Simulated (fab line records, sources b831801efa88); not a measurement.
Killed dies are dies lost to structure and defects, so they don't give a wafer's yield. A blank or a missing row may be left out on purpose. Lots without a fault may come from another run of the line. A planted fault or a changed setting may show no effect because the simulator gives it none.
fab line records | flow sky130
record lots=6 wafers=18 last_day=50
route steps=708 shown VIA2@527 METAL3@532 CAPM@537 PAD_OPEN@708
lots that met no fault: from a run of the same line without faults
start_h: hours from the record's first day to the start of the lot's first wafer shown | wait_h: hours since the lot's step before | " the same as in the row above | L1.1+2: a row that stands for several wafers | - no value, or no start given | * or withheld: withheld | < > ~ a bound
route shown NAME@n: a module of which the file shows steps, and the number in the route of the first | usual: mean/standard deviation of fault-free wafers | same: alike in all rows | chamber/n: place in a boat | sites: the reading at each site | _std_site: their standard deviation | _edge_site: outer sites' mean less inner sites' | radius_mm: how far each site lies from the wafer's centre | mask NAME#n: copy n | behind: the tool/chamber that last shaped the wafer | hold: why the lot was held/for how many hours/how that ended | device: the transistor (n, p or np) that didn't switch | end of line: the same wafers' tests at the end of the route | a step without rows: its recipe alone | killed: dies lost to structure and defects at the first sort, not the wafer's yield | map: a wafer's dies, x killed, . not, _ none there
set.NAME: the setting as run; set.NAME@STEP: as run at that earlier step | model.NAME: the simulator's own value behind a step, which no gauge read
lots at some steps of the route; a table a step, a row a wafer
services: from which hour (start_h, from the record's first day; less than 0 if before it) a tool's chamber was out of use, for how many hours, and why
## steps
# step SKY_VIA2_SPUTTER_20
# recipe material=TiN target_thk_nm=20 chamber_pressure_pa=5 power_w=4000 time_s=80
# usual throttle_valve_pct=30.4/0.83
# columns lot.wafer tool chamber start_h wait_h throttle_valve_pct
L310.3 pvd_sputter-04 - 865.61 0.0 30.3
L310.4 " - " " 30.0
L310.5 " - " " 31.1
L316.1 pvd_sputter-04 - 931.92 0.0 30.1
L316.2 " - " " 30.2
L316.3 " - " " 29.8
L324.1 pvd_sputter-03 - 974.28 0.0 30.8
L324.3 " - " " 31.4
L324.6 " - " " 29.8
L326.2 pvd_sputter-02 - 979.09 0.0 30.7
L326.5 " - " " 31.4
L326.6 " - " " 28.7
L328.2 pvd_sputter-03 - 997.23 0.0 31.5
L328.3 " - " " 30.7
L328.4 " - " " 31.5
L331.1 pvd_sputter-04 - 1010.85 0.0 29.7
L331.3 " - " " 30.1
L331.4 " - " " 30.0
# step SKY_VIA2_CVD_21
# recipe material=W target_thk_nm=420 time_s=126.4 temp_c=400 pressure_torr=40
# step SKY_VIA2_RS_MEAS_22
# recipe thk_meas_gauge=four-point-probe reads=W_of_VIA2_CVD_21+TiN_of_VIA2_SPUTTER_20
# usual VIA2_W_RS=0.2739/0.0028
# columns lot.wafer tool chamber start_h wait_h VIA2_W_RS[ohm/sq]
L310.3 film_metro-03 - 865.84 0.1 0.2756
L310.4 " - " " 0.2715
L310.5 " - " " 0.2691
L316.1 film_metro-03 - 932.11 0.1 0.2757
L316.2 " - " " 0.2733
L316.3 " - " " 0.2794
L324.1 film_metro-02 - 974.48 0.1 0.2759
L324.3 " - " " 0.2763
L324.6 " - " " 0.2773
L326.2 film_metro-02 - 979.30 0.1 0.2741
L326.5 " - " " 0.2734
L326.6 " - " " 0.2810
L328.2 film_metro-02 - 997.44 0.1 0.2688
L328.3 " - " " 0.2694
L328.4 " - " " 0.2750
L331.1 film_metro-02 - 1011.04 0.1 0.2756
L331.3 " - " " 0.2738
L331.4 " - " " 0.2743
# step SKY_VIA2_THK_MEAS_23
# recipe thk_meas_gauge=xrf reads=W_of_VIA2_CVD_21
# usual VIA2_W_THK=422/8.7
# columns lot.wafer tool chamber start_h wait_h VIA2_W_THK[nm]
L310.3 film_metro-03 - 865.94 0.1 413
L310.4 " - " " 417
L310.5 " - " " 425
L316.1 film_metro-03 - 932.23 0.1 416
L316.2 " - " " 420
L316.3 " - " " 409
L324.1 film_metro-02 - 974.60 0.1 416
L324.3 " - " " 413
L324.6 " - " " 412
L326.2 film_metro-02 - 979.41 0.1 420
L326.5 " - " " 419
L326.6 " - " " 409
L328.2 film_metro-02 - 997.55 0.1 425
L328.3 " - " " 423
L328.4 " - " " 419
L331.1 film_metro-02 - 1011.16 0.1 413
L331.3 " - " " 414
L331.4 " - " " 415
# step SKY_VIA2_CMP_24
# recipe stop_on=SiO2 t_overpolish_s=20 down_force_psi=3.5 platen_rpm=60 target_thk_nm=0 pad_velocity_m_s=0.94248
# step SKY_METAL3_SPUTTER_00
# recipe material=Ti target_thk_nm=15 power_w=2934 time_s=10 chamber_pressure_pa=0.4
# usual throttle_valve_pct=30.5/0.75
# columns lot.wafer tool chamber start_h wait_h throttle_valve_pct
L310.3 pvd_sputter-03 - 866.28 0.2 31.2
L310.4 " - " " 30.6
L310.5 " - " " 31.6
L316.1 pvd_sputter-03 - 932.59 0.1 30.6
L316.2 " - " " 31.1
L316.3 " - " " 31.2
L324.1 pvd_sputter-02 - 974.96 0.2 29.7
L324.3 " - " " 30.8
L324.6 " - " " 31.1
L326.2 pvd_sputter-03 - 980.43 0.1 31.2
L326.5 " - " " 31.1
L326.6 " - " " 30.9
L328.2 pvd_sputter-01 - 997.90 0.1 29.9
L328.3 " - " " 30.0
L328.4 " - " " 30.4
L331.1 pvd_sputter-01 - 1011.52 0.2 30.4
L331.3 " - " " 29.7
L331.4 " - " " 30.8
# step SKY_METAL3_SPUTTER_01
# recipe material=TiN target_thk_nm=20 power_w=6500 time_s=16.7 chamber_pressure_pa=0.4
# step SKY_METAL3_SPUTTER_02
# recipe material=AlCu target_thk_nm=735 power_w=10600 time_s=39.1 chamber_pressure_pa=0.4
# usual throttle_valve_pct=30.5/0.74
# columns lot.wafer tool chamber start_h wait_h throttle_valve_pct
L310.3 pvd_sputter-03 - 866.33 0.0 31.4
L310.4 " - " " 30.7
L310.5 " - " " 31.3
L316.1 pvd_sputter-03 - 932.64 0.0 30.8
L316.2 " - " " 31.3
L316.3 " - " " 31.2
L324.1 pvd_sputter-02 - 975.00 0.0 30.2
L324.3 " - " " 31.3
L324.6 " - " " 31.3
L326.2 pvd_sputter-03 - 980.48 0.0 31.2
L326.5 " - " " 31.4
L326.6 " - " " 30.8
L328.2 pvd_sputter-01 - 997.95 0.0 30.1
L328.3 " - " " 30.0
L328.4 " - " " 30.6
L331.1 pvd_sputter-01 - 1011.57 0.0 30.3
L331.3 " - " " 29.9
L331.4 " - " " 30.5
# step SKY_METAL3_SPUTTER_03
# recipe material=Ti target_thk_nm=5 power_w=3000 time_s=3.3 chamber_pressure_pa=0.4
# usual throttle_valve_pct=30.5/0.73
# columns lot.wafer tool chamber start_h wait_h throttle_valve_pct
L310.3 pvd_sputter-03 - 866.37 0.0 31.3
L310.4 " - " " 30.7
L310.5 " - " " 31.4
L316.1 pvd_sputter-03 - 932.68 0.0 30.7
L316.2 " - " " 31.4
L316.3 " - " " 31.3
L324.1 pvd_sputter-02 - 975.04 0.0 30.1
L324.3 " - " " 31.1
L324.6 " - " " 30.9
L326.2 pvd_sputter-03 - 980.52 0.0 31.4
L326.5 " - " " 31.3
L326.6 " - " " 30.6
L328.2 pvd_sputter-01 - 997.98 0.0 30.1
L328.3 " - " " 30.0
L328.4 " - " " 30.4
L331.1 pvd_sputter-01 - 1011.61 0.0 30.4
L331.3 " - " " 29.9
L331.4 " - " " 30.6
# step SKY_METAL3_SPUTTER_04
# recipe material=TiN target_thk_nm=70 power_w=6500 time_s=58.3 chamber_pressure_pa=0.4
# step SKY_CAPM_CVD_00
# recipe material=SiO2 target_thk_nm=15.5 temp_c=400 time_s=withheld rf_w=450
# step SKY_CAPM_THK_MEAS_01
# recipe reads=SiO2_of_CAPM_CVD_00
# usual CAPM_CVD_00_THK=15.54/0.21
# columns lot.wafer tool chamber start_h wait_h CAPM_CVD_00_THK[nm]
L310.3 film_metro-04 - 866.47 - 15.45
L310.4 " - " " 15.58
L310.5 " - " " 15.57
L316.1 film_metro-02 - 932.77 - 15.94
L316.2 " - " " 15.79
L316.3 " - " " 15.66
L324.1 film_metro-01 - 975.13 - 15.39
L324.3 " - " " 15.43
L324.6 " - " " 15.51
L326.2 film_metro-02 - 980.62 - 15.54
L326.5 " - " " 15.41
L326.6 " - " " 15.42
L328.2 film_metro-04 - 998.08 - 15.29
L328.3 " - " " 15.28
L328.4 " - " " 15.58
L331.1 film_metro-02 - 1011.70 - 15.28
L331.3 " - " " 15.40
L331.4 " - " " 15.53
# step SKY_CAPM_SPUTTER_02
# recipe material=TiN target_thk_nm=200 temp_c=300 power_w=6500 time_s=166.7 chamber_pressure_pa=0.4
# usual throttle_valve_pct=30.2/0.7
# columns lot.wafer tool chamber start_h wait_h throttle_valve_pct model.TiN_of_CAPM_SPUTTER_02.thk_nm
L310.3 pvd_sputter-01 - 866.51 0.0 30.4 199.8
L310.4 " - " " 30.6 198.9
L310.5 " - " " 29.9 198.9
L316.1 pvd_sputter-04 - 932.83 0.1 31.0 203.6
L316.2 " - " " 29.7 201.8
L316.3 " - " " 30.1 202.1
L324.1 pvd_sputter-04 - 975.19 0.1 29.5 310.8
L324.3 " - " " 30.3 313.5
L324.6 " - " " 29.7 313
L326.2 pvd_sputter-04 - 980.67 0.0 30.0 312.9
L326.5 " - " " 29.7 312.9
L326.6 " - " " 30.2 312.3
L328.2 pvd_sputter-02 - 998.13 0.0 28.4 199.8
L328.3 " - " " 31.3 201
L328.4 " - " " 30.9 201.9
L331.1 pvd_sputter-02 - 1011.76 0.1 30.3 200.6
L331.3 " - " " 30.0 202.4
L331.4 " - " " 28.9 200.1
# step SKY_CAPM_RS_MEAS_03
# recipe thk_meas_gauge=four-point-probe reads=TiN_of_CAPM_SPUTTER_02
# usual CAPM_TIN_RS=6.90/0.059
# columns lot.wafer tool chamber start_h wait_h CAPM_TIN_RS[ohm/sq]
L310.3 film_metro-02 - 866.66 0.1 6.92
L310.4 " - " " 6.95
L310.5 " - " " 6.96
L316.1 film_metro-01 - 932.94 0.1 6.79
L316.2 " - " " 6.86
L316.3 " - " " 6.85
L324.1 film_metro-04 - 975.33 0.1 4.40
L324.3 " - " " 4.37
L324.6 " - " " 4.37
L326.2 film_metro-04 - 980.79 0.1 4.37
L326.5 " - " " 4.38
L326.6 " - " " 4.38
L328.2 film_metro-01 - 998.26 0.1 6.93
L328.3 " - " " 6.88
L328.4 " - " " 6.87
L331.1 film_metro-01 - 1011.86 0.1 6.89
L331.3 " - " " 6.84
L331.4 " - " " 6.91
# step SKY_CAPM_THK_MEAS_04
# recipe thk_meas_gauge=xrf reads=TiN_of_CAPM_SPUTTER_02
# usual CAPM_TIN_THK=202.3/1.9
# columns lot.wafer tool chamber start_h wait_h CAPM_TIN_THK[nm]
L310.3 film_metro-02 - 866.76 0.1 202.0
L310.4 " - " " 201.1
L310.5 " - " " 200.8
L316.1 film_metro-01 - 933.06 0.1 206.3
L316.2 " - " " 204.2
L316.3 " - " " 205.0
L324.1 film_metro-04 - 975.45 0.1 311.2
L324.3 " - " " 314.9
L324.6 " - " " 312.8
L326.2 film_metro-04 - 980.90 0.1 313.8
L326.5 " - " " 313.9
L326.6 " - " " 312.4
L328.2 film_metro-01 - 998.37 0.1 202.5
L328.3 " - " " 202.8
L328.4 " - " " 203.9
L331.1 film_metro-01 - 1011.98 0.1 201.3
L331.3 " - " " 204.2
L331.4 " - " " 201.4
# step SKY_CAPM_DEHYDRATE_05
# recipe temp_c=200 time_s=60
# step SKY_CAPM_HMDS_06
# recipe prime_time_s=60 prime_temp_c=120
# step SKY_CAPM_COAT_07
# recipe resist=NOVOLAK spin_rpm=3000 resist_thk_nm=1140
# step SKY_CAPM_SOFTBAKE_08
# recipe temp_c=90 time_s=60 resist=NOVOLAK
# step SKY_CAPM_EXPOSE_09
# recipe mask_id=CAPM na=0.6 source_shape=conventional sigma_outer=0.6 polarization=unpolarized target_cd_nm=1000 dose_mj=159
# step SKY_CAPM_PEB_10
# recipe temp_c=withheld time_s=* resist=NOVOLAK
# step SKY_CAPM_DEVELOP_11
# recipe resist=NOVOLAK developer=TMAH develop_time_s=60 dev_temp_c=23
# step SKY_CAPM_OVL_MEAS_12
# usual CAPM_OVL=-0.6/1.3
# columns lot.wafer tool chamber start_h wait_h CAPM_OVL[nm]
L310.3 overlay-01 - 892.77 0.1 -2.1
L310.4 " - " " -2.8
L310.5 " - " " -2.4
L316.1 overlay-02 - 956.89 0.1 0.9
L316.2 " - " " 0.0
L316.3 " - " " -0.2
L324.1 overlay-02 - 998.61 0.1 -1.5
L324.3 " - " " -2.8
L324.6 " - " " -0.8
L326.2 overlay-02 - 1003.75 0.1 -0.5
L326.5 " - " " 0.0
L326.6 " - " " -1.0
L328.2 overlay-02 - 1021.05 0.1 -0.2
L328.3 " - " " -1.0
L328.4 " - " " -0.1
L331.1 overlay-02 - 1034.01 0.1 1.3
L331.3 " - " " 0.4
L331.4 " - " " -0.4
# step SKY_CAPM_METAL_ETCH_13
# recipe target_depth_nm=220 stop_on=SiO2 chemistry=Cl2/BCl3 target=TiN pressure_mtorr=10 icp_w=900 bias_w=48.5 Cl2_flow_sccm=60 bcl3_flow_sccm=30 time_s=62.9
# usual bcl3_flow_sccm=29.99/0.087 drypump_motor_current_A=5.2/0.49 mfc_cl2_sccm=60.01/0.17 oes_product_au=0.943/0.006 throttle_valve_pct=21.901/0.0095
# columns lot.wafer tool chamber start_h wait_h bcl3_flow_sccm drypump_motor_current_A mfc_cl2_sccm oes_product_au rf_hours_counter_h throttle_valve_pct
L310.3 rie_metal-03 0 892.82 0.0 30.03 6.1 59.78 0.942 - 21.896
L310.4 " 1 " " 30.00 5.2 59.90 0.938 - 21.904
L310.5 " 1 " " 29.94 5.2 60.11 0.946 - 21.921
L316.1 rie_metal-04 1 956.92 0.0 29.89 5.0 60.02 0.940 1 21.889
L316.2 " 0 " " 29.93 5.7 59.86 0.958 15 21.900
L316.3 " 1 " " 29.93 5.1 59.94 0.946 - 21.898
L324.1 rie_metal-03 1 998.65 0.0 29.89 5.2 60.12 1.001 10 21.886
L324.3 " 0 " " 30.02 6.1 59.94 1.011 - 21.879
L324.6 " 0 " " 30.02 6.1 59.95 0.998 - 21.862
L326.2 rie_metal-01 1 1003.78 0.0 29.98 4.7 60.19 0.996 18 21.868
L326.5 " 1 " " 30.09 4.7 60.00 1.002 - 21.846
L326.6 " 0 " " 30.09 5.0 60.05 0.993 - 21.856
L328.2 rie_metal-01 1 1021.08 0.0 29.93 4.7 59.91 0.945 18 21.912
L328.3 " 1 " " 29.92 4.7 59.72 0.954 - 21.897
L328.4 " 0 " " 29.90 5.0 60.08 0.945 - 21.889
L331.1 rie_metal-04 1 1034.05 0.0 29.89 5.0 60.30 0.949 5 21.893
L331.3 " 1 " " 30.04 5.0 60.23 0.953 - 21.889
L331.4 " 0 " " 30.05 5.8 60.18 0.943 - 21.887
# step SKY_CAPM_STRIP_14
# recipe chemistry=O2/N2 power_w=1400 pressure_mtorr=1500 platen_temp_c=withheld o2_flow_sccm=3000 n2_flow_sccm=300 overash_fraction=0.5
# usual drypump_motor_current_A=5.75/0.14 oes_product_au=0.710/0.0046 strip_time_to_endpoint_s=12.65/0.042
# columns lot.wafer tool chamber start_h wait_h drypump_motor_current_A oes_product_au rf_hours_counter_h strip_time_to_endpoint_s
L310.3 plasma_asher-02 1 892.91 0.1 5.95 0.710 - 12.64
L310.4 " 0 " " 5.54 0.710 - 12.70
L310.5 " 1 " " 5.91 0.714 - 12.60
L316.1 plasma_asher-01 1 957.00 0.1 5.76 0.715 21 12.62
L316.2 " 0 " " 5.85 0.715 21 12.62
L316.3 " 1 " " 5.76 0.711 - 12.65
L324.1 plasma_asher-02 1 998.72 0.1 5.91 0.716 121 12.69
L324.3 " 1 " " 5.88 0.708 - 12.65
L324.6 " 0 " " 5.54 0.720 - 12.68
L326.2 plasma_asher-02 0 1003.86 0.1 5.52 0.707 121 12.68
L326.5 " 0 " " 5.54 0.707 - 12.68
L326.6 " 1 " " 5.95 0.709 - 12.66
L328.2 plasma_asher-02 1 1021.16 0.1 5.88 0.713 123 12.59
L328.3 " 1 " " 5.90 0.713 - 12.60
L328.4 " 0 " " 5.53 0.716 - 12.62
L331.1 plasma_asher-02 0 1034.12 0.1 5.51 0.705 124 12.63
L331.3 " 0 " " 5.53 0.714 - 12.65
L331.4 " 1 " " 5.91 0.711 - 12.67
# step SKY_CAPM_STRIP_15
# recipe chemistry=post_etch_residue_remover time_s=1200 temp_c=72.5
# columns lot.wafer tool chamber start_h wait_h model.TiN_of_CAPM_SPUTTER_02.thk_nm
L310.3 wet_bench-03 1 892.97 0.0 199.4
L310.4+5 " 1 " " 198.5
L316.1 wet_bench-02 2 957.10 0.1 203.2
L316.2 " 2 " " 201.4
L316.3 " 2 " " 201.7
L324.1 wet_bench-04 1 998.82 0.1 310.4
L324.3 " 1 " " 313.1
L324.6 " 1 " " 312.6
L326.2+5 wet_bench-04 3 1003.96 0.1 312.5
L326.6 " 3 " " 311.9
L328.2 wet_bench-02 1 1021.26 0.1 199.4
L328.3 " 1 " " 200.5
L328.4 " 1 " " 201.4
L331.1 wet_bench-02 3 1034.22 0.1 200.2
L331.3 " 3 " " 202
L331.4 " 3 " " 199.7
# step SKY_CAPM_CLEAN_16
# recipe chemistry=IPA time_s=180 temp_c=25
# step SKY_PAD_OPEN_PROBE_99
# usual defect_limited_yield=82.6/1.9 killed_at_M0_to_M3=43/6.9 killed_at_M4_up=3.0/1.8 killed_at_contacts=24/4.8 killed_at_front_end=15/4.5 killed_at_other=0.4/0.67 killed_dies=86/9.2 killed_on_rim=17/3.5 killed_open=46/6.9 killed_short=39/6 sort_bin_3_pad_short=0.8/0.39 sort_bin_5_function=10.2/1.3 sort_bin_6_memory=6.3/1.2 sort_n_pass=406/9.2 sort_yield_pct=82.6/1.9
# same gross_dies=492 killed_at_back_side=0 sort_bin_4_leakage[%]=0 sort_bin_8_speed[%]=0
# columns lot.wafer tool chamber start_h wait_h defect_limited_yield[%] killed_at_M0_to_M3 killed_at_M4_up killed_at_contacts killed_at_front_end killed_at_other killed_dies killed_on_rim killed_open killed_short sort_bin_3_pad_short[%] sort_bin_5_function[%] sort_bin_6_memory[%] sort_n_pass sort_yield_pct[%]
L310.3 prober-02 - 1089.46 0.2 81.9 35 3 23 27 1 89 16 55 33 0.8 11.0 6.3 403 81.9
L310.4 prober-02 - 1089.51 0.2 82.1 42 0 29 15 2 88 16 53 35 0.8 8.9 8.1 404 82.1
L310.5 prober-02 - 1089.56 0.2 82.3 43 1 30 13 0 87 19 51 36 0.8 10.8 6.1 405 82.3
L316.1 prober-02 - 1142.39 0.1 84.8 32 5 21 17 0 75 13 42 32 0.8 9.3 5.1 417 84.8
L316.2 prober-02 - 1142.44 0.1 84.1 35 4 27 11 1 78 15 35 43 0.8 10.8 4.3 414 84.1
L316.3 prober-02 - 1142.49 0.2 84.6 39 4 25 8 0 76 15 36 40 1.2 8.5 5.7 416 84.6
L324.1 prober-01 - 1174.47 0.1 0 44 3 22 15 408 492 96 44 41 83.7 10.2 6.1 0 0
L324.3 prober-01 - 1174.57 0.2 0 36 0 31 8 417 492 96 44 31 85.4 9.1 5.5 0 0
L324.6 prober-01 - 1174.72 0.2 0 53 3 27 12 397 492 96 48 47 81.7 12.4 5.9 0 0
L326.2 prober-01 - 1178.75 0.1 0 53 6 23 15 395 492 96 57 39 81.3 10.2 8.5 0 0
L326.5 prober-01 - 1178.90 0.2 0 42 6 25 22 397 492 96 54 42 80.9 11.8 7.3 0 0
L326.6 prober-01 - 1178.95 0.2 0 52 3 19 7 411 492 96 52 29 84.3 8.9 6.7 0 0
L328.2 prober-01 - 1189.96 0.1 81.5 43 2 31 15 0 91 15 57 34 0.6 10.6 7.3 401 81.5
L328.3 prober-01 - 1190.01 0.2 83.5 40 2 24 15 0 81 14 46 35 1.0 9.6 5.9 411 83.5
L328.4 prober-01 - 1190.06 0.2 82.9 50 3 20 10 1 84 18 51 33 0 10.0 7.1 408 82.9
L331.1 prober-02 - 1199.84 0.1 83.1 50 2 23 8 0 83 21 44 39 1.0 10.2 5.7 409 83.1
L331.3 prober-02 - 1199.94 0.2 82.3 50 5 21 10 1 87 15 42 45 1.4 10.0 6.3 405 82.3
L331.4 prober-02 - 1199.99 0.2 82.7 42 2 20 20 1 85 15 46 39 0.6 9.8 6.9 407 82.7
# killed by level:class
L310.3 CONTACT:geometric_particle:open=9 VIA1:geometric_particle:open=8 POLY_GATE:geometric_particle:open=8 FIELD_ISO:geometric_particle:open=6 VIA3:geometric_particle:open=6 VIA2:geometric_particle:open=5 METAL3:geometric_particle:short=4 FIELD_ISO:geometric_particle:short=3
L310.4 VIA1:geometric_particle:open=11 CONTACT:geometric_particle:open=10 CONTACT:geometric_particle:short=8 LOCAL_INTERCONNECT:geometric_particle:short=7 VIA2:geometric_particle:open=7 VIA1:geometric_particle:short=6 VIA3:geometric_particle:open=6 FIELD_ISO:geometric_particle:open=4
L310.5 VIA1:geometric_particle:open=11 CONTACT:geometric_particle:open=10 VIA2:geometric_particle:open=8 LI_CONTACT:geometric_particle:short=7 CONTACT:geometric_particle:short=5 METAL3:geometric_particle:short=5 VIA3:geometric_particle:open=5 FIELD_ISO:geometric_particle:short=4
L316.1 LI_CONTACT:geometric_particle:open=9 FIELD_ISO:geometric_particle:open=8 VIA1:geometric_particle:open=8 CONTACT:geometric_particle:open=7 POLY_GATE:geometric_particle:short=7 METAL1:geometric_particle:short=5 VIA2:geometric_particle:open=4 METAL4:geometric_particle:short=4
L316.2 LI_CONTACT:geometric_particle:open=9 METAL1:geometric_particle:short=7 VIA1:geometric_particle:open=5 CONTACT:geometric_particle:open=5 CONTACT:geometric_particle:short=5 VIA1:geometric_particle:short=5 POLY_GATE:geometric_particle:short=4 METAL3:geometric_particle:short=4
L316.3 CONTACT:geometric_particle:open=9 LI_CONTACT:geometric_particle:open=8 VIA2:geometric_particle:open=8 VIA1:geometric_particle:open=7 METAL1:geometric_particle:short=6 METAL3:geometric_particle:short=5 FIELD_ISO:geometric_particle:short=4 CONTACT:geometric_particle:short=4
L324.1 CAPM:area_etch=407 VIA1:geometric_particle:open=14 CONTACT:geometric_particle:open=11 POLY_GATE:geometric_particle:short=7 METAL2:geometric_particle:short=7 VIA1:geometric_particle:short=6 VIA2:geometric_particle:open=6 POLY_GATE:geometric_particle:open=4
L324.3 CAPM:area_etch=417 CONTACT:geometric_particle:open=13 VIA1:geometric_particle:open=9 LI_CONTACT:geometric_particle:open=7 VIA1:geometric_particle:short=5 LI_CONTACT:geometric_particle:short=4 LOCAL_INTERCONNECT:geometric_particle:short=4 VIA2:geometric_particle:short=4
L324.6 CAPM:area_etch=396 VIA1:geometric_particle:open=16 CONTACT:geometric_particle:open=9 METAL3:geometric_particle:short=7 LI_CONTACT:geometric_particle:open=6 VIA1:geometric_particle:short=6 CONTACT:geometric_particle:short=6 VIA2:geometric_particle:open=6
L326.2 CAPM:area_etch=395 VIA1:geometric_particle:open=20 CONTACT:geometric_particle:open=11 VIA1:geometric_particle:short=8 LI_CONTACT:geometric_particle:open=7 VIA2:geometric_particle:open=6 FIELD_ISO:geometric_particle:short=5 POLY_GATE:geometric_particle:open=4
L326.5 CAPM:area_etch=396 VIA1:geometric_particle:open=12 CONTACT:geometric_particle:open=9 LI_CONTACT:geometric_particle:open=8 VIA3:geometric_particle:open=7 POLY_GATE:geometric_particle:short=6 VIA1:geometric_particle:short=6 FIELD_ISO:geometric_particle:short=5
L326.6 CAPM:area_etch=411 VIA1:geometric_particle:open=16 VIA3:geometric_particle:open=12 METAL2:geometric_particle:short=6 CONTACT:geometric_particle:short=5 CONTACT:geometric_particle:open=4 LI_CONTACT:geometric_particle:open=4 VIA1:geometric_particle:short=4
L328.2 VIA1:geometric_particle:open=16 LI_CONTACT:geometric_particle:open=13 CONTACT:geometric_particle:open=8 FIELD_ISO:geometric_particle:open=6 VIA1:geometric_particle:short=6 METAL1:geometric_particle:short=5 CONTACT:geometric_particle:short=5 VIA2:geometric_particle:open=4
L328.3 VIA1:geometric_particle:open=14 CONTACT:geometric_particle:open=12 FIELD_ISO:geometric_particle:open=6 METAL1:geometric_particle:short=5 METAL2:geometric_particle:short=5 METAL3:geometric_particle:short=5 POLY_GATE:geometric_particle:short=4 LOCAL_INTERCONNECT:geometric_particle:short=4
L328.4 VIA1:geometric_particle:open=16 VIA3:geometric_particle:open=8 CONTACT:geometric_particle:open=8 LI_CONTACT:geometric_particle:open=6 METAL1:geometric_particle:short=5 VIA2:geometric_particle:open=5 FIELD_ISO:geometric_particle:open=4 FIELD_ISO:geometric_particle:short=4
L331.1 VIA3:geometric_particle:open=12 VIA1:geometric_particle:open=9 METAL1:geometric_particle:short=7 VIA1:geometric_particle:short=6 CONTACT:geometric_particle:short=6 CONTACT:geometric_particle:open=6 LI_CONTACT:geometric_particle:open=5 METAL2:geometric_particle:short=3
L331.3 VIA1:geometric_particle:open=13 METAL1:geometric_particle:short=9 LOCAL_INTERCONNECT:geometric_particle:short=7 VIA3:geometric_particle:open=6 FIELD_ISO:geometric_particle:short=5 VIA2:geometric_particle:open=5 VIA1:geometric_particle:short=5 LI_CONTACT:geometric_particle:open=4
L331.4 VIA1:geometric_particle:open=13 LOCAL_INTERCONNECT:geometric_particle:short=7 VIA1:geometric_particle:short=7 POLY_GATE:geometric_particle:open=6 FIELD_ISO:geometric_particle:short=5 LOCAL_INTERCONNECT:geometric_particle:open=5 LI_CONTACT:geometric_particle:open=4 VIA3:geometric_particle:open=4
# map L324.1 (x killed, . not)
__________xxxxxxxxxx_________
________xxxxxxxxxxxxxx_______
______xxxxxxxxxxxxxxxxxx_____
_____xxxxxxxxxxxxxxxxxxxx____
____xxxxxxxxxxxxxxxxxxxxxx___
___xxxxxxxxxxxxxxxxxxxxxxxx__
__xxxxxxxxxxxxxxxxxxxxxxxxxx_
_xxxxxxxxxxxxxxxxxxxxxxxxxxxx
_xxxxxxxxxxxxxxxxxxxxxxxxxxxx
_xxxxxxxxxxxxxxxxxxxxxxxxxxxx
_xxxxxxxxxxxxxxxxxxxxxxxxxxxx
_xxxxxxxxxxxxxxxxxxxxxxxxxxxx
_xxxxxxxxxxxxxxxxxxxxxxxxxxxx
_xxxxxxxxxxxxxxxxxxxxxxxxxxxx
_xxxxxxxxxxxxxxxxxxxxxxxxxxxx
__xxxxxxxxxxxxxxxxxxxxxxxxxx_
___xxxxxxxxxxxxxxxxxxxxxxxx__
____xxxxxxxxxxxxxxxxxxxxxx___
_____xxxxxxxxxxxxxxxxxxxx____
______xxxxxxxxxxxxxxxxxx_____
________xxxxxxxxxxxxxx_______
__________xxxxxxxxxx_________
# map L326.2 (x killed, . not)
__________xxxxxxxxxx_________
________xxxxxxxxxxxxxx_______
______xxxxxxxxxxxxxxxxxx_____
_____xxxxxxxxxxxxxxxxxxxx____
____xxxxxxxxxxxxxxxxxxxxxx___
___xxxxxxxxxxxxxxxxxxxxxxxx__
__xxxxxxxxxxxxxxxxxxxxxxxxxx_
_xxxxxxxxxxxxxxxxxxxxxxxxxxxx
_xxxxxxxxxxxxxxxxxxxxxxxxxxxx
_xxxxxxxxxxxxxxxxxxxxxxxxxxxx
_xxxxxxxxxxxxxxxxxxxxxxxxxxxx
_xxxxxxxxxxxxxxxxxxxxxxxxxxxx
_xxxxxxxxxxxxxxxxxxxxxxxxxxxx
_xxxxxxxxxxxxxxxxxxxxxxxxxxxx
_xxxxxxxxxxxxxxxxxxxxxxxxxxxx
__xxxxxxxxxxxxxxxxxxxxxxxxxx_
___xxxxxxxxxxxxxxxxxxxxxxxx__
____xxxxxxxxxxxxxxxxxxxxxx___
_____xxxxxxxxxxxxxxxxxxxx____
______xxxxxxxxxxxxxxxxxx_____
________xxxxxxxxxxxxxx_______
__________xxxxxxxxxx_________
## services
# columns tool chamber start_h hours kind
pvd_sputter-03 - 841.87 4.8 repair
plasma_asher-01 - 855.66 4.5 repair
pvd_sputter-01 3 860.29 - consumable_replace:kit
pvd_sputter-01 3 860.29 18.0 scheduled_down
pvd_sputter-01 3 860.29 18.0 vent_cycle
rie_metal-01 0 870.00 - clean
rie_metal-04 - 887.94 1.4 pm
plasma_asher-01 - 888.58 2.8 pm
pvd_sputter-01 - 895.84 12.0 repair
pvd_sputter-01 - 942.08 3.2 repair
pvd_sputter-04 - 943.85 4.6 repair
plasma_asher-02 - 950.47 0.4 repair
wet_bench-02 - 954.45 1.9 pm
pvd_sputter-04 - 964.83 0.5 repair
rie_metal-04 0 978.12 3.9 repair
pvd_sputter-03 3 986.61 - consumable_replace:kit
pvd_sputter-03 3 986.61 18.0 scheduled_down
pvd_sputter-03 3 986.61 18.0 vent_cycle
pvd_sputter-02 1 990.61 - consumable_replace:kit
pvd_sputter-02 1 990.61 18.0 scheduled_down
pvd_sputter-02 1 990.61 18.0 vent_cycle
rie_metal-01 - 997.18 0.3 repair
pvd_sputter-01 - 1005.36 0.5 repair
rie_metal-04 1 1013.16 6.1 repair
## key
first_sign step=SKY_CAPM_RS_MEAS_03 reading=CAPM_TIN_RS direction=down sigmas=42 usual=6.90 struck=4.38
effect step=SKY_CAPM_THK_MEAS_04 reading=CAPM_TIN_THK direction=up sigmas=60 usual=202.3 struck=313.2
effect step=SKY_CAPM_METAL_ETCH_13 reading=oes_product_au direction=up sigmas=9.4 usual=0.943 struck=1.000
effect step=SKY_PAD_OPEN_PROBE_99 reading=killed_at_other direction=up sigmas=99+ usual=0.4 struck=404.2
model_effect step=SKY_CAPM_SPUTTER_02 value=TiN_of_CAPM_SPUTTER_02.thk_nm without=199.9 struck=312.6
model_effect step=SKY_CAPM_STRIP_15 value=TiN_of_CAPM_SPUTTER_02.thk_nm without=199.5 struck=312.2
more_kills_born_at SKY_CAPM_METAL_ETCH_13@rie_metal-03=1220 SKY_CAPM_METAL_ETCH_13@rie_metal-01=1202
met_at SKY_CAPM_SPUTTER_02
struck_wafers L324.1,L324.3,L324.6,L326.2,L326.5,L326.6
later_rows_left_out L324.1,L324.3,L324.6,L326.2,L326.5,L326.6
onset_between 932.83 975.19
fault kind=process_parameter_drift tool=pvd_sputter-04 chamber=- onset_h=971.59 steps=SKY_CAPM_SPUTTER_02 channel=target_thk_nm offset=112.65 shape=step end_h=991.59 acts_in=these_recipes_only stated=200
# later_rows_left_out: the simulator's readings of these wafers behind a module that went badly wrong aren't trusted and aren't shown, but for the sort
